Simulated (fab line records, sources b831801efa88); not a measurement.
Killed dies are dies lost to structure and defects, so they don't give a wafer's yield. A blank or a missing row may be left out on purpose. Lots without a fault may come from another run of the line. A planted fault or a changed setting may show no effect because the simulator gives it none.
Split-lot experiment | flow sfq_line | 5 lots, 23 wafers read, on a route of 325 steps

THE SPLIT
At SFQ_TRILAYER_R5_DEP_SPUTTER_133 (material MoNx, target thk 40 nm, time 66.7 s), the setting power_w was moved away from the recipe's 1000 W on 5 of the 23 wafers read, by -4.5% to -3.7%. The other wafers ran this setting at the recipe's value.

FROM THE SPLIT TO THE READING: what the file shows between them, 2 steps
- SFQ_TRILAYER_R5_DEP_SPUTTER_134: material Ti, target thk 5 nm, time 5 s
- SFQ_R5_RS_MEAS_933: measures by four-point-probe

THE READING
R5_MONX_THK, in nm, at SFQ_R5_THK_MEAS_934 (measures by xrf). Fault-free wafers of this fab line usually give 39.3 nm, standard deviation 0.35 nm.

wafer  | tool, chamber at the split | power_w as run, W | against the recipe | R5_MONX_THK, nm | against lot-mates on the recipe
L074.2 | pvd_sputter-06, -          | 1000              | recipe             | 38.8            | -
L074.3 | pvd_sputter-06, -          | 1000              | recipe             | 39.2            | -
L074.4 | pvd_sputter-06, -          | 1000              | recipe             | 39.4            | -
L074.5 | pvd_sputter-06, -          | 1000              | recipe             | 39.5            | -
L074.6 | pvd_sputter-06, -          | 1000              | recipe             | 38.9            | -
L079.1 | pvd_sputter-03, -          | 1000              | recipe             | 39.1            | -
L079.3 | pvd_sputter-03, -          | 1000              | recipe             | 39.1            | -
L079.6 | pvd_sputter-03, -          | 1000              | recipe             | 38.5            | -
L081.1 | pvd_sputter-04, -          | 1000              | recipe             | 39.4            | -
L081.2 | pvd_sputter-04, -          | 954.8             | -4.5%              | 38.2            | -1.4
L081.3 | pvd_sputter-04, -          | 1000              | recipe             | 39.8            | -
L081.4 | pvd_sputter-04, -          | 954.8             | -4.5%              | 38.1            | -1.5
L081.6 | pvd_sputter-04, -          | 954.8             | -4.5%              | 37.7            | -1.9
L084.1 | pvd_sputter-06, -          | 1000              | recipe             | 39.0            | -
L084.3 | pvd_sputter-06, -          | 962.7             | -3.7%              | 37.9            | -1.1
L084.4 | pvd_sputter-06, -          | 1000              | recipe             | 39.1            | -
L084.5 | pvd_sputter-06, -          | 962.7             | -3.7%              | 37.4            | -1.6
L084.6 | pvd_sputter-06, -          | 1000              | recipe             | 39.0            | -
L085.2 | pvd_sputter-04, -          | 1000              | recipe             | 39.9            | -
L085.3 | pvd_sputter-04, -          | 1000              | recipe             | 39.8            | -
L085.4 | pvd_sputter-04, -          | 1000              | recipe             | 39.9            | -
L085.5 | pvd_sputter-04, -          | 1000              | recipe             | 39.3            | -
L085.6 | pvd_sputter-04, -          | 1000              | recipe             | 39.4            | -

THE FIT
A straight line over all 23 wafers: R5_MONX_THK changes by +0.33 nm for each +1% of power_w; r = +0.83; the points scatter about the line by 0.4 nm.
The same after taking each lot's own level away (the mean of its wafers on the recipe; 23 wafers): +0.359 nm for each +1%; r = +0.93; scatter 0.25 nm.
On that fit, the largest move of power_w shifts the reading by 1.6 nm.
The lots' own levels span 38.90 to 39.66 nm, that is 2.2 times the standard deviation above.
So the lot-to-lot level changes the slope little: the two slopes agree.
Check: with one of the wafers moved furthest among these (-4.5%) left out of the fit, the line predicts -1.69 nm for it against its lot-mates. It came out at -1.4 nm against them.

THE WHOLE CHAIN: every reading that the file lists as answering this split, in the file's order
step                            | what it does                                 | reading                                                                                     | change (the file's fit)               | r (the file's)
SFQ_TRILAYER_R5_DEP_SPUTTER_133 | material MoNx, target thk 40 nm, time 66.7 s | MoNx_of_TRILAYER_R5_DEP_SPUTTER_133.thk_nm (the simulator's own value, which no gauge read) | +0.371 nm for each +1% of the setting | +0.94
SFQ_R5_RS_MEAS_933              | measures by four-point-probe                 | R5_MONX_RS                                                                                  | -0.0601 for each +1% of the setting   | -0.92
SFQ_R5_THK_MEAS_934             | measures by xrf                              | R5_MONX_THK                                                                                 | +0.361 for each +1% of the setting    | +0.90

THE FILE'S OWN FIT
R5_MONX_THK changes by +0.361 nm for each +1% of power_w, r = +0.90.
